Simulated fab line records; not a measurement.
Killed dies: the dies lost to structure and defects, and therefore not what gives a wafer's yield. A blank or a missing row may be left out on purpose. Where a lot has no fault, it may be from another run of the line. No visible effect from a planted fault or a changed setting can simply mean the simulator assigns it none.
fab line records -- flow gf180mcu
[record] lots = 11, wafers = 33, last_day = 34
route steps=602 shown DNWELL@41 NWELL@52 NSD@244 M1@321
lots that met no fault: taken from a fault-free run of the same line
start_h: hours from the record's first day to the start of the lot's first wafer shown -- wait_h: how many hours have passed since the lot's step before this one -- " repeats the value in the row above -- L1.1+2: a row that stands for several wafers -- - value missing, or start not given -- * or withheld: withheld -- < > ~ a bound
route shown NAME@n: NAME is a module with steps in the file, n the number in the route of the first one -- usual: the fault-free wafers' mean and standard deviation -- same: alike in all rows -- chamber/n: place in a boat -- sites: each site's reading -- _std_site: the values' standard deviation -- _edge_site: outer sites' mean less inner sites' -- radius_mm: for every site, how far away it sits from the centre of the wafer -- mask NAME#n: copy n -- behind: the last tool/chamber to shape the wafer -- hold: what put the lot on hold/how long, in hours/how the hold closed -- device: whichever transistor did not switch (one of n, p or np) -- end of line: tests of these same wafers at the route's end -- a step with no rows: only its recipe -- killed: count of dies lost to structure and defects at first sort (not the wafer's yield) -- map: per-die view of a wafer (x killed, . not killed, _ where there is no die)
set.NAME: the setting the step ran with; set.NAME@STEP: the setting that earlier step ran with -- model.NAME: the simulator's own value behind a step, which no gauge read
one table for each step of the route and one row for each wafer, over a sample of lots
services: when a tool's chamber went out of use (start_h, in hours from the record's first day, below 0 if earlier), for how many hours, and the reason
[[steps]]
[step GF_DNWELL_TW_MEAS_09]
[usual] DNWELL_TW = 1350/13
lot.wafer,tool,chamber,start_h,wait_h,DNWELL_TW
L213.1,film_metro-02,-,46.73,0.1,1363
L213.5,film_metro-02,-,46.73,0.1,1358
L213.6,film_metro-02,-,46.73,0.1,1361
L214.1,film_metro-02,-,49.56,0.1,1353
L214.5,film_metro-02,-,49.56,0.1,1360
L214.6,film_metro-02,-,49.56,0.1,1353
L215.4,film_metro-02,-,57.87,0.1,1361
L215.5,film_metro-02,-,57.87,0.1,1360
L215.6,film_metro-02,-,57.87,0.1,1357
L216.2,film_metro-04,-,62.87,0.1,1334
L216.3,film_metro-04,-,62.87,0.1,1338
L216.6,film_metro-04,-,62.87,0.1,1339
L217.3,film_metro-04,-,65.48,0.1,1334
L217.5,film_metro-04,-,65.48,0.1,1336
L217.6,film_metro-04,-,65.48,0.1,1333
L221.2,film_metro-04,-,86.55,0.1,1349
L221.4,film_metro-04,-,86.55,0.1,1348
L221.6,film_metro-04,-,86.55,0.1,1351
L222.2,film_metro-04,-,90.95,0.1,1331
L222.3,film_metro-04,-,90.95,0.1,1325
L222.4,film_metro-04,-,90.95,0.1,1325
L228.3,film_metro-04,-,121.23,0.1,1338
L228.4,film_metro-04,-,121.23,0.1,1342
L228.5,film_metro-04,-,121.23,0.1,1345
L231.1,film_metro-01,-,138.38,0.1,1355
L231.3,film_metro-01,-,138.38,0.1,1359
L231.5,film_metro-01,-,138.38,0.1,1371
L233.1,film_metro-01,-,148.98,0.1,1365
L233.4,film_metro-01,-,148.98,0.1,1363
L233.6,film_metro-01,-,148.98,0.1,1365
L236.3,film_metro-01,-,165.38,0.1,1352
L236.4,film_metro-01,-,165.38,0.1,1354
L236.5,film_metro-01,-,165.38,0.1,1356
[step GF_NWELL_STRIP_10]
[recipe] chemistry = O2/N2, power_w = 1400, pressure_mtorr = 1500, platen_temp_c = 250, o2_flow_sccm = 3000, n2_flow_sccm = 300, overash_fraction = 0.5
[usual] drypump_motor_current_A = 5.60/0.24, heater_power_w = 336/48, o2_flow_sccm = 3001/8.8, oes_product_au = 0.722/0.0045, strip_time_to_endpoint_s = 36.96/0.091
lot.wafer,tool,chamber,start_h,wait_h,drypump_motor_current_A,heater_power_w,o2_flow_sccm,oes_product_au,rf_hours_counter_h,strip_time_to_endpoint_s
L213.1,plasma_asher-02,0,59.63,0.1,5.95,363,2995,0.720,27,37.03
L213.5,plasma_asher-02,1,59.63,0.1,5.24,368,3012,0.725,-,37.06
L213.6,plasma_asher-02,0,59.63,0.1,5.97,361,2994,0.719,-,36.93
L214.1,plasma_asher-03,1,61.98,0.1,5.46,402,3001,0.718,42,36.97
L214.5,plasma_asher-03,0,61.98,0.1,5.66,339,2991,0.717,-,36.95
L214.6,plasma_asher-03,1,61.98,0.1,5.47,415,3002,0.721,-,37.03
L215.4,plasma_asher-04,1,71.47,0.1,5.39,253,2997,0.722,-,37.10
L215.5,plasma_asher-04,1,71.47,0.1,5.41,259,3001,0.718,-,37.17
L215.6,plasma_asher-04,0,71.47,0.1,5.85,329,2991,0.723,-,36.93
L216.2,plasma_asher-04,1,76.18,0.1,5.40,250,3015,0.719,42,36.79
L216.3,plasma_asher-04,0,76.18,0.1,5.85,329,3009,0.728,-,36.75
L216.6,plasma_asher-04,0,76.18,0.1,5.86,340,3013,0.726,-,36.93
L217.3,plasma_asher-04,1,78.56,0.1,5.40,259,2996,0.727,-,36.86
L217.5,plasma_asher-04,0,78.56,0.1,5.85,330,3007,0.729,-,36.84
L217.6,plasma_asher-04,1,78.56,0.1,5.41,253,3004,0.729,-,36.90
L221.2,plasma_asher-02,1,100.52,0.1,5.24,360,2986,0.713,31,36.80
L221.4,plasma_asher-02,0,100.52,0.1,5.97,361,2997,0.731,-,36.76
L221.6,plasma_asher-02,0,100.52,0.1,5.97,367,2991,0.728,-,36.81
L222.2,plasma_asher-03,0,105.35,0.1,5.66,342,3006,0.725,47,36.94
L222.3,plasma_asher-03,1,105.35,0.1,5.47,411,2988,0.725,-,36.92
L222.4,plasma_asher-03,0,105.35,0.1,5.69,362,3010,0.722,-,36.96
L228.3,plasma_asher-04,0,137.03,0.1,5.85,323,3003,0.722,-,37.10
L228.4,plasma_asher-04,1,137.03,0.1,5.42,264,3004,0.730,-,37.09
L228.5,plasma_asher-04,1,137.03,0.1,5.39,267,3009,0.721,-,37.12
L231.1,plasma_asher-03,0,154.28,0.1,5.67,340,3011,0.727,52,36.94
L231.3,plasma_asher-03,0,154.28,0.1,5.70,355,3011,0.722,-,36.93
L231.5,plasma_asher-03,0,154.28,0.1,5.66,346,3002,0.728,-,36.99
L233.1,plasma_asher-04,0,165.08,0.1,5.85,328,3005,0.724,5,37.03
L233.4,plasma_asher-04,0,165.08,0.1,5.85,325,3013,0.719,-,37.04
L233.6,plasma_asher-04,1,165.08,0.1,5.37,271,2995,0.725,-,36.99
L236.3,plasma_asher-04,1,181.47,0.1,5.40,265,3010,0.721,-,36.97
L236.4,plasma_asher-04,0,181.47,0.1,5.86,322,3000,0.714,-,37.00
L236.5,plasma_asher-04,0,181.47,0.1,5.86,326,3012,0.723,-,36.99
[step GF_NSD_IMPLANT_09]
[recipe] species = As, energy_kev = 60, dose_cm2 = 4e+15, tilt_deg = 7
[usual] beam_energy_keV = 60.001/0.018, end_station_pressure_torr = 1.26e-05/7e-07
lot.wafer,tool,chamber,start_h,wait_h,beam_energy_keV,end_station_pressure_torr
L213.1,implanter-01,0,302.90,0.0,59.984,1.22e-05
L213.5,implanter-01,0,302.90,0.0,59.984,1.29e-05
L213.6,implanter-01,0,302.90,0.0,59.997,1.31e-05
L214.1,implanter-04,0,304.49,0.0,59.992,1.29e-05
L214.5,implanter-04,0,304.49,0.0,60.002,1.26e-05
L214.6,implanter-04,0,304.49,0.0,59.968,1.08e-05
L215.4,implanter-01,0,317.87,0.1,60.038,1.28e-05
L215.5,implanter-01,0,317.87,0.1,60.010,1.19e-05
L215.6,implanter-01,0,317.87,0.1,60.011,1.26e-05
L216.2,implanter-04,0,326.97,0.0,60.034,1.26e-05
L216.3,implanter-04,0,326.97,0.0,60.013,1.31e-05
L216.6,implanter-04,0,326.97,0.0,60.016,1.16e-05
L217.3,implanter-04,0,332.69,0.1,60.012,1.23e-05
L217.5,implanter-04,0,332.69,0.1,60.013,1.26e-05
L217.6,implanter-04,0,332.69,0.1,59.990,1.26e-05
L221.2,implanter-04,0,362.52,0.0,60.009,1.17e-05
L221.4,implanter-04,0,362.52,0.0,60.022,1.25e-05
L221.6,implanter-04,0,362.52,0.0,60.013,1.29e-05
L222.2,implanter-03,0,369.12,0.0,60.016,1.33e-05
L222.3,implanter-03,0,369.12,0.0,59.999,1.27e-05
L222.4,implanter-03,0,369.12,0.0,60.004,1.25e-05
L228.3,implanter-04,0,416.56,0.1,58.079,1.28e-05
L228.4,implanter-04,0,416.56,0.1,58.084,1.37e-05
L228.5,implanter-04,0,416.56,0.1,58.063,1.17e-05
L231.1,implanter-04,0,448.61,0.0,58.056,1.16e-05
L231.3,implanter-04,0,448.61,0.0,58.080,1.31e-05
L231.5,implanter-04,0,448.61,0.0,58.050,1.2e-05
L233.1,implanter-01,0,460.25,0.0,60.013,1.16e-05
L233.4,implanter-01,0,460.25,0.0,60.032,1.23e-05
L233.6,implanter-01,0,460.25,0.0,59.984,1.3e-05
L236.3,implanter-01,0,484.61,0.1,60.032,1.41e-05
L236.4,implanter-01,0,484.61,0.1,60.024,1.38e-05
L236.5,implanter-01,0,484.61,0.1,60.015,1.36e-05
[step GF_NSD_STRIP_11]
[recipe] chemistry = O2/N2, power_w = 1400, pressure_mtorr = 1500, platen_temp_c = 250, o2_flow_sccm = 3000, n2_flow_sccm = 300, overash_fraction = 0.5
[usual] drypump_motor_current_A = 5.58/0.26, heater_power_w = 354/35, o2_flow_sccm = 3000/8.7, oes_product_au = 0.486/0.0044, strip_time_to_endpoint_s = 22.96/0.035
lot.wafer,tool,chamber,start_h,wait_h,drypump_motor_current_A,heater_power_w,o2_flow_sccm,oes_product_au,rf_hours_counter_h,strip_time_to_endpoint_s
L213.1,plasma_asher-02,1,303.20,0.1,5.22,365,3008,0.484,53,22.98
L213.5,plasma_asher-02,1,303.20,0.1,5.22,355,3002,0.489,-,23.01
L213.6,plasma_asher-02,0,303.20,0.1,5.95,349,3007,0.494,-,22.96
L214.1,plasma_asher-02,0,304.79,0.1,5.97,365,2989,0.486,53,22.96
L214.5,plasma_asher-02,0,304.79,0.1,5.98,371,2999,0.487,-,22.93
L214.6,plasma_asher-02,1,304.79,0.1,5.23,361,2995,0.491,-,22.96
L215.4,plasma_asher-03,0,318.13,0.1,5.63,338,2988,0.474,-,22.97
L215.5,plasma_asher-03,0,318.13,0.1,5.63,342,3000,0.487,-,22.99
L215.6,plasma_asher-03,1,318.13,0.1,5.48,416,2996,0.492,-,22.95
L216.2,plasma_asher-02,1,327.25,0.1,5.23,361,3000,0.491,55,22.89
L216.3,plasma_asher-02,1,327.25,0.1,5.17,367,3000,0.482,-,22.91
L216.6,plasma_asher-02,1,327.25,0.1,5.21,364,3006,0.476,-,22.90
L217.3,plasma_asher-02,1,332.97,0.1,5.19,369,2989,0.488,-,22.94
L217.5,plasma_asher-02,0,332.97,0.1,5.94,372,3002,0.492,-,22.98
L217.6,plasma_asher-02,1,332.97,0.1,5.19,367,3001,0.487,-,22.96
L221.2,plasma_asher-04,0,362.79,0.1,5.83,326,2988,0.483,24,22.95
L221.4,plasma_asher-04,1,362.79,0.1,5.40,262,2996,0.489,-,22.95
L221.6,plasma_asher-04,0,362.79,0.1,5.85,320,2985,0.496,-,22.96
L222.2,plasma_asher-04,1,369.39,0.1,5.40,266,2992,0.493,25,22.99
L222.3,plasma_asher-04,0,369.39,0.1,5.86,327,2986,0.481,-,22.99
L222.4,plasma_asher-04,1,369.39,0.1,5.38,263,2984,0.487,-,23.00
L228.3,plasma_asher-03,0,416.85,0.1,5.65,347,3010,0.486,-,22.72
L228.4,plasma_asher-03,1,416.85,0.1,5.48,411,3002,0.493,-,22.70
L228.5,plasma_asher-03,1,416.85,0.1,5.48,406,3015,0.491,-,22.69
L231.1,plasma_asher-03,1,448.91,0.1,5.48,368,2981,0.488,2,22.67
L231.3,plasma_asher-03,1,448.91,0.1,5.50,375,2992,0.481,-,22.69
L231.5,plasma_asher-03,1,448.91,0.1,5.48,384,3005,0.486,-,22.67
L233.1,plasma_asher-03,0,460.55,0.1,5.62,337,3003,0.488,4,22.99
L233.4,plasma_asher-03,1,460.55,0.1,5.49,374,3004,0.486,-,23.02
L233.6,plasma_asher-03,0,460.55,0.1,5.65,335,3004,0.489,-,23.04
L236.3,plasma_asher-02,1,484.90,0.1,5.22,361,2990,0.485,-,22.92
L236.4,plasma_asher-02,0,484.90,0.1,5.97,364,3013,0.492,-,22.96
L236.5,plasma_asher-02,1,484.90,0.1,5.23,356,2982,0.480,-,22.96
[step GF_PSD_RS_MEAS_14]
[recipe] thk_meas_gauge = four-point-probe
[usual] NSD_RS = 46.12/0.14
lot.wafer,tool,chamber,start_h,wait_h,NSD_RS[ohm/sq]
L213.1,film_metro-03,-,323.73,0.1,46.21
L213.5,film_metro-03,-,323.73,0.1,46.20
L213.6,film_metro-03,-,323.73,0.1,46.12
L214.1,film_metro-03,-,325.81,0.1,46.27
L214.5,film_metro-03,-,325.81,0.1,46.25
L214.6,film_metro-03,-,325.81,0.1,46.26
L215.4,film_metro-03,-,340.00,0.1,46.08
L215.5,film_metro-03,-,340.00,0.1,46.10
L215.6,film_metro-03,-,340.00,0.1,46.26
L216.2,film_metro-02,-,348.96,0.1,46.19
L216.3,film_metro-02,-,348.96,0.1,46.28
L216.6,film_metro-02,-,348.96,0.1,46.20
L217.3,film_metro-03,-,355.12,0.1,46.39
L217.5,film_metro-03,-,355.12,0.1,46.52
L217.6,film_metro-03,-,355.12,0.1,46.35
L221.2,film_metro-02,-,385.30,0.1,46.20
L221.4,film_metro-02,-,385.30,0.1,46.04
L221.6,film_metro-02,-,385.30,0.1,46.03
L222.2,film_metro-01,-,392.26,0.1,45.96
L222.3,film_metro-01,-,392.26,0.1,46.04
L222.4,film_metro-01,-,392.26,0.1,46.07
L228.3,film_metro-02,-,441.12,0.1,46.64
L228.4,film_metro-02,-,441.12,0.1,46.69
L228.5,film_metro-02,-,441.12,0.1,46.66
L231.1,film_metro-01,-,473.44,0.1,46.56
L231.3,film_metro-01,-,473.44,0.1,46.56
L231.5,film_metro-01,-,473.44,0.1,46.56
L233.1,film_metro-01,-,485.23,0.1,46.01
L233.4,film_metro-01,-,485.23,0.1,45.95
L233.6,film_metro-01,-,485.23,0.1,46.02
L236.3,film_metro-03,-,508.93,0.1,46.16
L236.4,film_metro-03,-,508.93,0.1,46.16
L236.5,film_metro-03,-,508.93,0.1,46.22
[step GF_M1_THK_MEAS_06]
[recipe] thk_meas_gauge = xrf, reads = AlCu_of_M1_SPUTTER_02
[usual] M1_ALCU_THK = 453/5.4
lot.wafer,tool,chamber,start_h,wait_h,M1_ALCU_THK[nm]
L213.1,film_metro-01,-,371.88,0.1,454
L213.5,film_metro-01,-,371.88,0.1,450
L213.6,film_metro-01,-,371.88,0.1,444
L214.1,film_metro-01,-,372.62,0.1,456
L214.5,film_metro-01,-,372.62,0.1,457
L214.6,film_metro-01,-,372.62,0.1,451
L215.4,film_metro-03,-,387.79,0.1,456
L215.5,film_metro-03,-,387.79,0.1,451
L215.6,film_metro-03,-,387.79,0.1,459
L216.2,film_metro-02,-,397.76,0.1,445
L216.3,film_metro-02,-,397.76,0.1,450
L216.6,film_metro-02,-,397.76,0.1,449
L217.3,film_metro-01,-,404.44,0.1,461
L217.5,film_metro-01,-,404.44,0.1,462
L217.6,film_metro-01,-,404.44,0.1,463
L221.2,film_metro-01,-,436.20,0.1,449
L221.4,film_metro-01,-,436.20,0.1,454
L221.6,film_metro-01,-,436.20,0.1,453
L222.2,film_metro-01,-,443.08,0.1,465
L222.3,film_metro-01,-,443.08,0.1,464
L222.4,film_metro-01,-,443.08,0.1,456
L228.3,film_metro-01,-,493.89,0.1,450
L228.4,film_metro-01,-,493.89,0.1,456
L228.5,film_metro-01,-,493.89,0.1,454
L231.1,film_metro-02,-,524.57,0.1,456
L231.3,film_metro-02,-,524.57,0.1,453
L231.5,film_metro-02,-,524.57,0.1,456
L233.1,film_metro-02,-,535.64,0.1,449
L233.4,film_metro-02,-,535.64,0.1,454
L233.6,film_metro-02,-,535.64,0.1,448
L236.3,film_metro-01,-,557.54,0.1,442
L236.4,film_metro-01,-,557.54,0.1,451
L236.5,film_metro-01,-,557.54,0.1,451
[[services]]
tool,chamber,start_h,hours,kind
implanter-03,-,36.48,6.3,repair
implanter-03,-,47.19,3.5,repair
implanter-03,-,50.81,2.2,pm
plasma_asher-03,-,55.24,0.8,repair
plasma_asher-02,-,66.85,1.5,repair
implanter-03,-,88.88,1.8,repair
implanter-01,-,100.43,3.3,repair
plasma_asher-04,-,108.75,9.0,pm
implanter-03,-,141.22,1.5,repair
plasma_asher-04,-,228.69,4.4,repair
plasma_asher-04,-,228.74,1.5,repair
implanter-03,-,232.52,1.7,repair
implanter-04,-,270.08,3.1,pm
implanter-04,-,285.35,2.4,repair
implanter-01,-,299.29,0.6,repair
implanter-03,-,328.61,18.0,repair
implanter-04,-,397.15,4.6,pm
implanter-01,-,397.38,3.5,repair
plasma_asher-02,-,415.96,1.7,repair
plasma_asher-03,-,421.25,9.0,pm
implanter-01,-,450.61,5.9,pm
plasma_asher-02,-,464.60,1.2,repair
implanter-04,-,464.73,5.3,repair
plasma_asher-04,-,474.64,15.6,pm
[[key]]
[first_sign] step = GF_NSD_IMPLANT_09, reading = beam_energy_keV, direction = down, sigmas = 99+, usual = 60.001, struck = 58.069
[effect] step = GF_NSD_STRIP_11, reading = strip_time_to_endpoint_s, direction = down, sigmas = 7.7, usual = *, struck = *
[effect] step = GF_PSD_RS_MEAS_14, reading = NSD_RS, direction = up, sigmas = 3.4, usual = 46.12, struck = 46.61
met_at GF_NSD_IMPLANT_09
struck_lots L228,L231
tester_left_out L228,L231
not_acting_at GF_DNWELL_TW_MEAS_09,GF_NWELL_STRIP_10,GF_M1_THK_MEAS_06
onset_between 362.52 416.56
[fault] kind = process_parameter_drift, tool = implanter-04, chamber = -, onset_h = 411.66, steps = GF_NSD_IMPLANT_09, channel = energy_kev, offset = -1.9203, shape = step, end_h = 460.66, acts_in = these_recipes_only, stated = 60
// tester_left_out: of these lots the tester's yield and bins aren't shown, on N5 and GAA mostly nor the transistor test; their killed dies are dies lost to structure and defects alone, not to doping, threshold or leakage, so they don't give the yield
